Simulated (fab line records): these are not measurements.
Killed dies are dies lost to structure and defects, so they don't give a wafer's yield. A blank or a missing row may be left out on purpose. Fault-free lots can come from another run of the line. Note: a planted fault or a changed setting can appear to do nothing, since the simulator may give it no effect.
Which tool is to blame? | flow sfqLine | at 1 step of a route of 325, 13 lots with 39 wafers sampled

WHAT THE GAUGES READ, wafer by wafer
Not one reading of a measure or inspect step in the record can be checked against a usual standard deviation.

WHAT TOOL EACH LOT RAN ON (gives the tool, then ch and the chambers of the sampled wafers, and finally the start)
lot  | SFQ_TRILAYER_I4_CMP_CMP_100
L764 | cmp-02 ch 1,2, day 47 16:37
L765 | cmp-02 ch 1,2, day 49 06:37
L766 | cmp-01 ch 0,1,2, day 49 07:28
L769 | cmp-02 ch 0,1,2, day 51 13:09
L771 | cmp-01 ch 0,2, day 52 05:51
L775 | cmp-02 ch 0,3, day 53 10:25
L780 | cmp-01 ch 1,3, day 55 16:55
L782 | cmp-01 ch 0,2,3, day 57 17:55
L783 | cmp-01 ch 0,1,2, day 58 14:12
L784 | cmp-01 ch 0,2,3, day 58 20:12
L785 | cmp-02 ch 2,3, day 58 23:53
L786 | cmp-02 ch 0,2,3, day 59 02:23
L787 | cmp-01 ch 0,1, day 59 08:12
- SFQ_TRILAYER_I4_CMP_CMP_100: polishes SiO2.

WHAT THE TOOLS THEMSELVES READ (means of the sampled wafers that have a number; where no wafer has one, the mark that the record gives instead)
SFQ_TRILAYER_I4_CMP_CMP_100. Usual: motorCurrentA 9.5 A, standard deviation 0.87; timeToEndpointS 214 s, standard deviation 9.
lot  | tool   | motorCurrentA (A) | timeToEndpointS (s) | flag
L764 | cmp-02 | 9.4               | 225                 | 
L765 | cmp-02 | 8.9               | 207                 | 
L766 | cmp-01 | 9.1               | 211                 | 
L769 | cmp-02 | 9.1               | 221                 | 
L771 | cmp-01 | 9.5               | 216                 | 
L775 | cmp-02 | 9.2               | 151                 | OFF
L780 | cmp-01 | 10.5              | 212                 | 
L782 | cmp-01 | 10.1              | 217                 | 
L783 | cmp-01 | 9.4               | 206                 | 
L784 | cmp-01 | 9.8               | 216                 | 
L785 | cmp-02 | 8.7               | 216                 | 
L786 | cmp-02 | 8.7               | 209                 | 
L787 | cmp-01 | 9.2               | 201                 | 

THE ANSWER, worked out from the rows above alone
Rule: a lot is off if the mean of its wafers that have a number lies more than 3 standard deviations from the usual mean. A lot without any number at a reading at which 4 lots or more have one is off too. Any other lot the step has rows for is counted as sound. First the gauges in route order, then the tools' own readings, where a lot's mean is used as printed above. At the first step where some lot is off, the reading lying furthest off is the one used; lots without a number count as furthest.
Off: L775, at SFQ_TRILAYER_I4_CMP_CMP_100 (timeToEndpointS).
If a tool, at that step or one of the process steps before it, ran each lot that is off and ran no sound lot following the first of them, it fits. Of those tried, none fits.

WHAT HAD BEEN PUT IN BY THE SIMULATOR
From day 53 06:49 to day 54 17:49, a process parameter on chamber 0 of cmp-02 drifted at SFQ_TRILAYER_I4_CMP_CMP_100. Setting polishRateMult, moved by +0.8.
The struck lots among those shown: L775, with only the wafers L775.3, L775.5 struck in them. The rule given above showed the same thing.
